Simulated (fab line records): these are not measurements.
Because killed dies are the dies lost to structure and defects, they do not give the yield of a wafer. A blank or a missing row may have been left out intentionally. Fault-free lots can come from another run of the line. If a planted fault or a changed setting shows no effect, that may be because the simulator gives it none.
Matching of chambers	flow gf180mcu	cmp-01 running GF_V1_CMP_26: 4 sister chambers
The step polishes, stops on SiO2, t overpolish 15 s, target thk 0 nm. 16 wafers are shown with their chamber, then 8 later ones without.

## EACH WAFER AND ITS CHAMBER
wafer	chamber	motor_current_A (A)	time_to_endpoint_s (s)	overpolish_run_s (s)
L799.1	2	12.9	83	15.001
L799.4	3	12.0	85	14.986
L799.6	0	10.3	89	14.994
L801.2	2	13.2	87	14.999
L801.4	1	12.2	78	15.003
L801.6	3	12.9	88	14.996
L802.2	1	12.6	79	14.985
L802.4	3	12.3	83	15.010
L802.5	1	12.3	80	14.994
L808.1	1	12.3	81	14.991
L808.2	0	9.8	95	14.980
L808.5	1	12.2	89	15.006
L817.1	0	10.4	99	14.994
L817.3	2	13.5	90	15.002
L817.4	1	12.1	82	14.999
L819.1	1	12.5	81	15.011

SIGNATURES (means of the wafers above)
reading	chamber 0	chamber 1	chamber 2	chamber 3	scatter within a chamber
motor_current_A	10.167	12.314	13.200	12.400	0.288
time_to_endpoint_s	94.33	81.43	86.67	85.33	3.72
overpolish_run_s	14.98933	14.99843	15.00067	14.99733	0.00875
Rule: for a wafer and a chamber, the distance is found by dividing, reading by reading, the gap between the wafer's reading and the chamber's mean by the reading's scatter, squaring, summing and taking the root. The wafer belongs to the nearest chamber; if the next one is less than 2 further off, it can't be placed. The scatter: take each reading less its chamber's mean, square it, sum over the shown wafers, divide by the number of wafers less the number of chambers, and take the root.

## WAFERS WITH NO CHAMBER GIVEN
wafer	motor_current_A (A)	time_to_endpoint_s (s)	overpolish_run_s (s)
L819.3	13.4	84	14.993
L819.6	11.9	85	15.004
L820.2	12.1	89	15.005
L820.3	11.8	80	14.995
L820.5	12.3	91	15.003
L822.2	10.1	88	14.998
L822.4	12.5	80	15.004
L822.6	12.2	92	14.991

## WHICH CHAMBER EACH ONE RAN IN
wafer	from the rows above	in truth
L819.3	2	2
L819.6	can't be placed: 1 or 3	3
L820.2	can't be placed: 3 or 1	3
L820.3	can't be placed: 1 or 3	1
L820.5	can't be placed: 3 or 1 or 2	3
L822.2	0	0
L822.4	can't be placed: 1 or 3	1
L822.6	can't be placed: 3 or 1 or 2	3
Correctly placed: 2 of 8. Can't be placed from these rows: 6 (the true chamber is among the candidates in 6). Placed wrongly: 0.
